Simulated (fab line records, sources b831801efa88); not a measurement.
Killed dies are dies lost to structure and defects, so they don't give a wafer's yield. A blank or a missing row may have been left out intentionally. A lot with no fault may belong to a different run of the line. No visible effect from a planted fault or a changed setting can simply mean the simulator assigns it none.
Commonality check across tools + flow gf180mcu + 33 wafers sampled across 11 lots

WHY IT WAS OPENED
At GF_VT_IMPLANT_TW_MEAS_21 the reading VT_IMPLANT_2_TW is flagged on 2 of 11 lots. Wafers without a fault read 1216, standard deviation 12.
Rule: a lot gets a flag if all its wafers with a number sit over 4 standard deviations from that mean, or if no wafer of it has a number. All remaining lots are regarded as sound.

| lot  | measured     | on            | VT_IMPLANT_2_TW, wafer by wafer | flag    |
|------|--------------|---------------|---------------------------------|---------|
| L976 | day 6 08:43  | film metro-03 | 1223 1228 1230                  |         |
| L977 | day 6 12:41  | film metro-01 | 1224 1222 1229                  |         |
| L978 | day 6 17:17  | film metro-01 | 1233 1232 1223                  |         |
| L979 | day 7 00:40  | film metro-01 | 1223 1210 1215                  |         |
| L980 | day 7 06:20  | film metro-01 | 1216 1212 1212                  |         |
| L981 | day 7 14:44  | film metro-01 | 1213 1217 1219                  |         |
| L987 | day 9 06:05  | film metro-02 | 1358 1365 1363                  | FLAGGED |
| L990 | day 10 00:11 | film metro-03 | 1386 1386 1385                  | FLAGGED |
| L993 | day 10 19:05 | film metro-03 | 1218 1217 1217                  |         |
| L995 | day 11 04:58 | film metro-03 | 1224 1220 1221                  |         |
| L997 | day 11 16:25 | film metro-02 | 1196 1196 1200                  |         |
On average the flagged lots' numbers are 1374, which is +158 against the usual, or +13 standard deviations.

EACH LOT AND THE TOOL IT RAN ON
The record holds 2 process steps before the reading, out of a route of 602 steps. In each cell: the tool, then ch and the chambers that the sampled wafers went through, then the start.
| lot  | flag    | GF_MVSD_STRIP_10                    | GF_VT_IMPLANT_IMPLANT_19        |
|------|---------|-------------------------------------|---------------------------------|
| L976 |         | plasma asher-03 ch 0,1, day 4 12:47 | implanter-01 ch 0, day 6 08:28  |
| L977 |         | plasma asher-03 ch 0,1, day 4 16:04 | implanter-01 ch 0, day 6 12:26  |
| L978 |         | plasma asher-03 ch 0,1, day 4 21:09 | implanter-02 ch 0, day 6 17:04  |
| L979 |         | plasma asher-01 ch 0,1, day 5 03:23 | implanter-01 ch 0, day 7 00:25  |
| L980 |         | plasma asher-04 ch 0,1, day 5 08:34 | implanter-01 ch 0, day 7 06:05  |
| L981 |         | plasma asher-03 ch 0,1, day 5 16:37 | implanter-03 ch 0, day 7 14:29  |
| L987 | FLAGGED | plasma asher-03 ch 0, day 7 03:49   | implanter-03 ch 0, day 9 05:50  |
| L990 | FLAGGED | plasma asher-03 ch 0,1, day 7 20:21 | implanter-03 ch 0, day 9 23:58  |
| L993 |         | plasma asher-04 ch 0,1, day 8 15:27 | implanter-01 ch 0, day 10 18:52 |
| L995 |         | plasma asher-03 ch 0, day 9 01:28   | implanter-02 ch 0, day 11 04:44 |
| L997 |         | plasma asher-03 ch 1, day 9 12:34   | implanter-02 ch 0, day 11 16:11 |
These steps, and what they do:
- GF_MVSD_STRIP_10: strips in O2/N2.
- GF_VT_IMPLANT_IMPLANT_19
- GF_VT_IMPLANT_TW_MEAS_21

FLAGGED AGAINST TOTAL, ONE TOOL AT A TIME (gauges that did the reading follow at the end)
| step                     | tool            | lots run | flagged | share of the flagged lots | sound lots run after its first flagged lot |
|--------------------------|-----------------|----------|---------|---------------------------|--------------------------------------------|
| GF_MVSD_STRIP_10         | plasma asher-01 | 1        | 0       | none                      | -                                          |
| GF_MVSD_STRIP_10         | plasma asher-03 | 8        | 2       | all                       | 2 (L995,L997)                              |
| GF_MVSD_STRIP_10         | plasma asher-04 | 2        | 0       | none                      | -                                          |
| GF_VT_IMPLANT_IMPLANT_19 | implanter-01    | 5        | 0       | none                      | -                                          |
| GF_VT_IMPLANT_IMPLANT_19 | implanter-02    | 3        | 0       | none                      | -                                          |
| GF_VT_IMPLANT_IMPLANT_19 | implanter-03    | 3        | 2       | all                       | 0                                          |
| GF_VT_IMPLANT_TW_MEAS_21 | film metro-01   | 5        | 0       | none                      | -                                          |
| GF_VT_IMPLANT_TW_MEAS_21 | film metro-02   | 2        | 1       | some                      | 1 (L997)                                   |
| GF_VT_IMPLANT_TW_MEAS_21 | film metro-03   | 4        | 1       | some                      | 2 (L993,L995)                              |

WHAT IS ALLOWED BY THE TABLE
In 2 table rows, all flagged lots were run: plasma asher-03 (GF_MVSD_STRIP_10), implanter-03 (GF_VT_IMPLANT_IMPLANT_19).
- plasma asher-03 at GF_MVSD_STRIP_10: 2 of its 8 lots flagged. After the first flagged lot (L995, L997), sound lots still ran on it; a lasting fault on the whole tool would not permit that.
- implanter-03 at GF_VT_IMPLANT_IMPLANT_19: 2 of its 3 lots flagged. It ran its last sound lot, L981, at day 7 14:29 and its first flagged lot, L987, at day 9 05:50: a fault with its onset between the two fits. Its own readings lie more than 4 standard deviations out on every wafer of the flagged lots: dose ions cm2, faraday current uA.
Just one tool remains: implanter-03 at GF_VT_IMPLANT_IMPLANT_19.

WHAT THE SIMULATOR PUT IN
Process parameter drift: implanter-03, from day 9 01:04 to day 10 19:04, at GF_VT_IMPLANT_IMPLANT_19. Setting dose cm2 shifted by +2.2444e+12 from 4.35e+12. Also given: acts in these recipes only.
Struck lots among those shown: L987, L990. The rule above reached the same finding.
